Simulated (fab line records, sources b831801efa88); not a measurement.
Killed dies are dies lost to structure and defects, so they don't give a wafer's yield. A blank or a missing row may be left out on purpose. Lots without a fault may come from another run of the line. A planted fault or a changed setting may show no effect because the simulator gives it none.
Which tool did it? | flow gf180mcu | 12 lots, 36 wafers sampled, at 5 steps of a route of 602

WHAT THE GAUGES READ, wafer by wafer
GF_M4_RS_MEAS_05: measures by four-point-probe. Usual: M4_ALCU_RS 0.0697 ohm/sq, standard deviation 0.0007.
lot  | measured     | on            | M4_ALCU_RS (ohm/sq)  | flag
L718 | day 22 09:52 | film_metro-04 | 0.0702 0.0700 0.0692 |
L721 | day 23 12:40 | film_metro-03 | 0.0695 0.0704 0.0696 |
L722 | day 23 20:40 | film_metro-03 | 0.0701 0.0715 0.0711 |
L724 | day 24 19:52 | film_metro-01 | 0.0697 0.0687 0.0689 |
L725 | day 25 04:05 | film_metro-04 | 0.0693 0.0698 0.0691 |
L726 | day 25 07:50 | film_metro-01 | 0.0701 0.0696 0.0692 |
L729 | day 26 08:10 | film_metro-04 | 0.0693 0.0693 0.0698 |
L736 | day 28 05:01 | film_metro-01 | 0.0705 0.0693 0.0703 |
L737 | day 28 12:25 | film_metro-01 | 0.0690 0.0687 0.0683 |
L738 | day 28 16:20 | film_metro-03 | 0.0698 0.0696 0.0704 |
L739 | day 29 00:05 | film_metro-04 | 0.0697 0.0693 0.0695 |
L741 | day 29 10:22 | film_metro-04 | 0.0711 0.0707 0.0709 |

GF_V4_OVL_MEAS_15. Usual: V4_OVL 4 nm, standard deviation 6.1.
lot  | measured     | on         | V4_OVL (nm) | flag
L718 | day 24 08:26 | overlay-02 | -2 2 0      |
L721 | day 25 10:27 | overlay-01 | 6 1 8       |
L722 | day 25 18:06 | overlay-02 | -1 7 2      |
L724 | day 26 15:08 | overlay-02 | 5 5 0       |
L725 | day 27 00:03 | overlay-02 | 0 5 -1      |
L726 | day 27 02:52 | overlay-01 | 0 1 -2      |
L729 | day 28 02:22 | overlay-02 | 5 3 7       |
L736 | day 29 21:06 | overlay-02 | 0 -2 -3     |
L737 | day 30 04:07 | overlay-01 | -2 2 7      |
L738 | day 30 08:27 | overlay-02 | 11 8 1      |
L739 | day 30 14:51 | overlay-01 | 14 3 21     |
L741 | day 31 00:04 | overlay-02 | -2 1 -1     |

GF_PASSIVATION_THK_MEAS_01. Usual: PASSIVATION_CVD_00_THK 992 nm, standard deviation 13.
lot  | measured     | on            | PASSIVATION_CVD_00_THK (nm) | flag
L718 | day 28 03:07 | film_metro-02 | 980 982 986                 |
L721 | day 29 07:32 | film_metro-04 | 997 1005 1009               |
L722 | day 29 08:10 | film_metro-04 | 988 989 992                 |
L724 | day 30 03:25 | film_metro-04 | 429 433 446                 | OFF
L725 | day 30 11:16 | film_metro-01 | 969 993 1000                |
L726 | day 30 13:07 | film_metro-04 | 436 441 432                 | OFF
L729 | day 31 09:54 | film_metro-01 | 992 996 981                 |
L736 | day 33 00:27 | film_metro-04 | 998 987 1007                |
L737 | day 33 06:33 | film_metro-04 | 998 1006 991                |
L738 | day 33 09:43 | film_metro-04 | 975 992 988                 |
L739 | day 33 16:58 | film_metro-04 | 982 1006 1011               |
L741 | day 34 00:24 | film_metro-04 | 983 985 972                 |

WHICH TOOL RAN EACH LOT (tool, then ch and the chambers of the sampled wafers, then the start)
lot  | GF_M3_SPUTTER_01             | GF_PASSIVATION_CVD_00
L718 | pvd_sputter-02, day 20 05:53 | pecvd-04 ch 0,1, day 28 03:02
L721 | pvd_sputter-02, day 21 10:56 | pecvd-03 ch 0,2, day 29 07:26
L722 | pvd_sputter-02, day 21 18:45 | pecvd-04 ch 0,2, day 29 08:05
L724 | pvd_sputter-02, day 22 19:03 | pecvd-04 ch 0,1,2, day 30 03:20
L725 | pvd_sputter-03, day 23 04:11 | pecvd-01 ch 0,1,2, day 30 11:11
L726 | pvd_sputter-04, day 23 07:26 | pecvd-04 ch 0,1,2, day 30 13:02
L729 | pvd_sputter-04, day 24 10:42 | pecvd-01 ch 0,1,2, day 31 09:48
L736 | pvd_sputter-02, day 26 09:09 | pecvd-03 ch 0,1, day 33 00:22
L737 | pvd_sputter-02, day 26 16:18 | pecvd-04 ch 1,2, day 33 06:27
L738 | pvd_sputter-03, day 26 20:47 | pecvd-04 ch 1,2, day 33 09:37
L739 | pvd_sputter-04, day 27 05:42 | pecvd-04 ch 1,2, day 33 16:53
L741 | pvd_sputter-02, day 27 16:03 | pecvd-01 ch 0,1,2, day 34 00:20
- GF_M3_SPUTTER_01: material TiN, target thk 30 nm, time 25 s.
- GF_PASSIVATION_CVD_00: deposits SiO2 from TEOS, target thk 1000 nm, time 111.95 s.

WHAT THE TOOLS THEMSELVES READ (means of the sampled wafers that have a number; where no wafer has one, the mark that the record gives instead)
GF_M3_SPUTTER_01. Usual: throttle_valve_pct 30.0 %, standard deviation 1.
lot  | tool           | throttle_valve_pct (%) | flag
L718 | pvd_sputter-02 | 29.9                   |
L721 | pvd_sputter-02 | 30.2                   |
L722 | pvd_sputter-02 | 30.4                   |
L724 | pvd_sputter-02 | 30.5                   |
L725 | pvd_sputter-03 | 29.4                   |
L726 | pvd_sputter-04 | 30.1                   |
L729 | pvd_sputter-04 | 30.8                   |
L736 | pvd_sputter-02 | 29.8                   |
L737 | pvd_sputter-02 | 29.1                   |
L738 | pvd_sputter-03 | 29.2                   |
L739 | pvd_sputter-04 | 30.5                   |
L741 | pvd_sputter-02 | 30.4                   |

GF_PASSIVATION_CVD_00. Usual: heater_power_w 677 W, standard deviation 91.
lot  | tool     | heater_power_w (W) | flag
L718 | pecvd-04 | 628                |
L721 | pecvd-03 | 656                |
L722 | pecvd-04 | 667                |
L724 | pecvd-04 | 704                |
L725 | pecvd-01 | 678                |
L726 | pecvd-04 | 650                |
L729 | pecvd-01 | 685                |
L736 | pecvd-03 | 719                |
L737 | pecvd-04 | 702                |
L738 | pecvd-04 | 705                |
L739 | pecvd-04 | 691                |
L741 | pecvd-01 | 735                |

THE ANSWER, worked out from the rows above alone
Rule: a lot is off if the mean of its wafers that have a number lies more than 3 standard deviations from the usual mean. A lot without any number at a reading at which 4 lots or more have one is off too. The other lots that the step has rows for count as sound. The gauges are gone through in route order, then the tools' own readings, and for those a lot's mean is taken as printed above. The first step at which some lot is off is used, and at that step the reading that is off furthest; a lot without a number counts as furthest.
Off: L724, L726, at GF_PASSIVATION_THK_MEAS_01 (PASSIVATION_CVD_00_THK).
A tool fits if, at a process step before that reading, it ran every lot that is off, and no sound lot after the first of them. The gauges at GF_PASSIVATION_THK_MEAS_01 are tried like those tools. None of those tried fits.

WHAT THE SIMULATOR HAD PUT IN
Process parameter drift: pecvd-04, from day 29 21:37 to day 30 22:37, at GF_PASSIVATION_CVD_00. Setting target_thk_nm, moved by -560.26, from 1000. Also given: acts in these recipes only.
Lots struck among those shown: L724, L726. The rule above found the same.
